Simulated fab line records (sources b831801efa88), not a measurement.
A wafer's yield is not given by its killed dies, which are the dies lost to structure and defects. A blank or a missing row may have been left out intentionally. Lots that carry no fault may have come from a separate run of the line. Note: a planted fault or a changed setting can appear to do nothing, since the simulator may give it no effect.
Struck lot and sound lot, side by side + flow sky130 + 15 out of 708 route steps
Sound: the wafers L400.4, L400.5, L400.6. The struck wafers were L408.1, L408.3, L408.4. Last of all comes the cause.
Each step with rows lists, per side, the tool, then ch with its chambers, then its first start. Under that, the readings that differ: sound wafers + struck wafers + difference of the means + sigmas: that difference in standard deviations of wafers without a fault.
alike: a reading whose means differ by less than 2 such deviations, as well as words and numbers matching on both sides. not compared: withheld readings; readings where some wafer has no value; bounds like >300 that might hide an equal value; numbers whose values overlap and for which the record gives no deviation.
A row with sigmas, a row that says differs or no value, or rows on one side alone: a step with any of these is where the two part. When numbers do not overlap yet have no deviation, they are printed without sigmas and do not part them. A reading missing from all wafers of one side parts the sides only when that side holds two or more wafers.

SKY_NWELL_RS_MEAS_29: measures by four-point-probe.
  sound: film-metro-02 at day 5 23:31; struck: film-metro-02 at day 8 11:58
  alike: NWELL_RS
SKY_NWELL_RS_MEAS_31: measures by four-point-probe.
  sound: film-metro-02 at day 5 23:46; struck: film-metro-02 at day 8 12:12
  alike: PWDE_RS
then, 7 steps without rows for these wafers: SKY_VT_ADJUST_HVTP_DEHYDRATE_00 (time 60 s); SKY_VT_ADJUST_HVTP_HMDS_01 (prime time 60 s); SKY_VT_ADJUST_HVTP_COAT_02 (resist thk 1140 nm); SKY_VT_ADJUST_HVTP_SOFTBAKE_03 (time 60 s); SKY_VT_ADJUST_HVTP_EXPOSE_04 (exposes mask HVTPM, target cd 380 nm); SKY_VT_ADJUST_HVTP_PEB_05; SKY_VT_ADJUST_HVTP_DEVELOP_06 (develop time 60 s).
SKY_VT_ADJUST_HVTP_CD_MEAS_07: the cd target is 380 nm.
  sound: cd-sem-01 at day 6 16:52; struck: cd-sem-01 at day 9 09:04
  alike: cd-nm
SKY_VT_ADJUST_HVTP_OVL_MEAS_08:
  sound: overlay-02 at day 6 16:57; struck: overlay-02 at day 9 09:11
  alike: VT_ADJUST_HVTP_OVL
SKY_VT_ADJUST_HVTP_IMPLANT_09:
  sound on implanter-04 ch 0, day 6 17:02; struck on implanter-04 ch 0, day 9 09:17
| reading                   | sound                | struck               | difference | sigmas      |
|---------------------------|----------------------|----------------------|------------|-------------|
| beam-energy-keV           | 150.03 150.07 149.97 | 162.90 162.86 162.85 | +12.85     | +99 or more |
| model.implant.rp-nm (nm)  | 81.79 81.79 81.79    | 86.61 86.61 86.61    | +4.82      |             |
| model.implant.drp-nm (nm) | 33.4 33.4 33.4       | 35.75 35.75 35.75    | +2.35      |             |
SKY_VT_ADJUST_HVTP_STRIP_10: strips in O2/N2.
  sound on plasma-asher-02 ch 0,1, day 6 17:09; struck on plasma-asher-03 ch 0,1, day 9 09:26
  alike: drypump-motor-current-A, n2-flow-sccm, oes-product-au, strip-time-to-endpoint-s
  not compared: rf-hours-counter-h
SKY_VT_ADJUST_HVTP_TW_MEAS_11:
  sound: film-metro-04 at day 6 17:15; struck: film-metro-01 at day 9 09:46
| reading           | sound          | struck         | difference | sigmas |
|-------------------|----------------|----------------|------------|--------|
| VT_ADJUST_HVTP_TW | 1352 1352 1354 | 1392 1391 1397 | +41        | +5     |
  not compared: hold
-- the record jumps here: 39 days lie between the struck wafers' starts before and after (it left off in module VT_ADJUST_HVTP and takes up again in module PAD_OPEN, whose first step shown is number 708 of the route) --
SKY_PAD_OPEN_PROBE_99:
  sound: prober-01 at day 46 04:48; struck: prober-02 at day 48 09:14
| reading                                  | sound                | struck              | difference | sigmas |
|------------------------------------------|----------------------|---------------------|------------|--------|
| model.etest.tip-p.rs-ohm-sq              | 7033 7001 6978       | 6835 6820 6760      | -199       |        |
| model.etest.pfet_01v8_mvt.drive-ua-um    | 150.3 149.1 151.6    | 156.3 155.3 151.8   | +4.1       |        |
| model.etest.pfet_01v8_mvt.off-log10-a-um | -11.17 -10.96 -11.12 | -9.98 -10.25 -10.32 | +0.90      |        |
  alike: killed_at_M0_to_M3, killed_at_M4_up, killed-at-contacts, killed-at-front-end, killed-at-other, killed-dies, killed-on-rim, killed-open, killed-short
  not compared: model.etest.pfet_01v8.r-on-ohm-um, model.etest.pfet_01v8.drive-ua-um, model.etest.pfet_01v8_hvt.drive-ua-um, model.etest.sram-pfet-latch.drive-ua-um, model.etest.pfet_01v8.off-log10-a-um

## WHERE THEY PART
Earliest at SKY_VT_ADJUST_HVTP_IMPLANT_09; latest, in this record, at SKY_VT_ADJUST_HVTP_TW_MEAS_11. Later steps at which nothing parts them and some readings are alike: SKY_PAD_OPEN_PROBE_99.

WHY: what had been put in by the simulator
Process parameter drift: implanter-04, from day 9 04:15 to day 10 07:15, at SKY_VT_ADJUST_HVTP_IMPLANT_09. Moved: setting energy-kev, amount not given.
